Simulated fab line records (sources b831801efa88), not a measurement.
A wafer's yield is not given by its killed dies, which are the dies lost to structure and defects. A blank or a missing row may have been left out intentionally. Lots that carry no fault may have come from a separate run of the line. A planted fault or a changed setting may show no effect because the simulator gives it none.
What tool caused it? | flow gf180mcu | 7 lots with 21 wafers sampled at 2 steps, on a route of 602 steps

WHAT THE GAUGES READ, wafer by wafer
GF_HV_LDD_RS_MEAS_53: a four-point-probe measurement.
lot  | measured     | on           | HV_LDD_RS (ohm/sq)
L906 | day 13 02:44 | filmMetro-03 | 419.1 417.7 417.2
L908 | day 13 18:06 | filmMetro-01 | 419.4 419.0 419.4
L910 | day 14 06:32 | filmMetro-02 | 418.1 417.3 418.8
L913 | day 15 13:15 | filmMetro-03 | 419.1 418.7 419.7
L918 | day 17 00:29 | filmMetro-01 | 418.4 410.4 410.0
L925 | day 19 09:40 | filmMetro-03 | 416.6 418.8 418.6
L927 | day 20 08:01 | filmMetro-01 | 418.8 419.1 419.1

TOOL THAT RAN EACH LOT (tool first, then ch and the chambers of the sampled wafers, then the start)
lot  | GF_HV_LDD_IMPLANT_36
L906 | implanter-01 ch 0, day 12 05:40
L908 | implanter-04 ch 0, day 12 20:47
L910 | implanter-04 ch 0, day 13 09:25
L913 | implanter-04 ch 0, day 14 14:37
L918 | implanter-01 ch 0, day 16 01:23
L925 | implanter-03 ch 0, day 18 08:37
L927 | implanter-01 ch 0, day 19 06:22
- GF_HV_LDD_IMPLANT_36

THE ANSWER, worked out from the rows above alone
Rule: what is usual is taken from the lots themselves. Put in order of their means at a reading, lots are off if they are a third of the lots or fewer, leave a main group of 4 or more, and stand apart from it by a gap of 3 or more times the standard deviation of the main group's means; of several such gaps the widest counts. Not used: any main group whose means are identical at the precision the tables above print for the reading. A lot without any number at a reading at which 4 lots or more have one is off too. All remaining lots with rows at the step are treated as sound.
Off: L918, at GF_HV_LDD_RS_MEAS_53 (HV_LDD_RS). Main group: mean 418.6 ohm/sq, sd 0.57.
If a tool, at a process step before that reading, ran all the lots that are off and no sound lot after the first of them, it fits. The gauges at GF_HV_LDD_RS_MEAS_53 are tried like those tools. Of those tried, none fits.

WHAT THE SIMULATOR HAD INSERTED
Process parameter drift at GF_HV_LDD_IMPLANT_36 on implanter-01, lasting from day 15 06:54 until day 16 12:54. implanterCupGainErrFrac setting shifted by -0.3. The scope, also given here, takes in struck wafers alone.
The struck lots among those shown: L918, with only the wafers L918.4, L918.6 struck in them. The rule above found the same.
